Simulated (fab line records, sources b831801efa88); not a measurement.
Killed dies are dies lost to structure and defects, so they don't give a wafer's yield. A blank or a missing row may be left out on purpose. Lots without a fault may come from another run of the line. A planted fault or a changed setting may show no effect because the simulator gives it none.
One fault seen from 2 desks | flow gf180mcu | each desk has only its own numbers; what lay behind them comes last

THE TOOL OWNER'S DESK: rie_si-02
The tool's own readings at GF_POLY_GATE_ETCH_13 (etches poly-Si in HBr/Cl2, stops on SiO2, target depth 198.5 nm, time 69.6 s): means of the sampled wafers that have a number, for each lot that ran on this tool. A lot is out of limits, marked OUT, if its mean lies more than 4 standard deviations from the usual mean; the brackets give that distance.
Columns: A = drypump_motor_current_A at GF_POLY_GATE_ETCH_13, usual 5.6 A; B = oes_product_au at GF_POLY_GATE_ETCH_13, usual 0.992 a.u.; C = throttle_valve_pct at GF_POLY_GATE_ETCH_13, usual 33.685 %
lot  | first seen here | A   | B               | C
L702 | day 11 00:47    | 5.6 | 0.993           | 33.685
L705 | day 12 00:17    | 5.6 | 0.995           | 33.683
L706 | day 12 05:29    | 5.6 | 0.990           | 33.684
L707 | day 12 11:56    | 5.6 | 0.866 (-18) OUT | 33.694
L719 | day 16 03:44    | 5.6 | 1.003           | 33.688
L720 | day 16 10:41    | 5.6 | 0.995           | 33.676
This desk's finding: out of limits on L707; first on L707, day 12 11:56 (oes_product_au at GF_POLY_GATE_ETCH_13). In limits: L702, L705, L706, L719, L720.

THE METROLOGY DESK
What the gauges read, lot by lot, whatever tool the lot ran on: means of the sampled wafers that have a number. A lot is out of limits, marked OUT, if its mean lies more than 4 standard deviations from the usual mean; the brackets give that distance.
Columns: A = cd_nm at GF_PSD_CD_MEAS_07, usual 400.1 nm; B = SAB_CVD_00_THK at GF_SAB_THK_MEAS_01, usual 49.8 nm
lot  | first seen here | A     | B
L697 | day 14 20:17    | 401.2 | 49.8
L698 | day 15 03:02    | 401.0 | 49.6
L699 | day 15 11:52    | 403.3 | 49.6
L700 | day 15 17:46    | 399.3 | 49.6
L701 | day 15 23:55    | 399.0 | 49.8
L702 | day 16 10:55    | 399.3 | 49.4
L703 | day 17 00:01    | 397.7 | 49.3
L704 | day 17 06:55    | 400.8 | 49.6
L705 | day 17 14:52    | 398.5 | 50.3
L706 | day 17 22:21    | 402.0 | 49.9
L707 | day 18 06:09    | 398.8 | 49.7
L719 | day 22 10:42    | 400.7 | 48.9
L720 | day 22 16:39    | 398.9 | 49.6
This desk's finding: nothing out of limits on any of the 13 lots.

PUT TOGETHER
The tool owner's desk could have raised an alarm at day 12 11:56, on L707.
The metrology desk saw nothing out of limits.
The metrology desk has L707 on record, within its limits.
Of the lots named, all ran GF_POLY_GATE_ETCH_13 on rie_si-02.

WHAT THE SIMULATOR HAD PUT IN
Process parameter drift: rie_si-02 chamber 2, from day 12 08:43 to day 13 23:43, at GF_POLY_GATE_ETCH_13. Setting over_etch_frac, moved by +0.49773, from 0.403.
Lots struck among those shown: L707.
Hours from the fault's start to each desk's first reading out of limits: the tool owner's desk, 3.
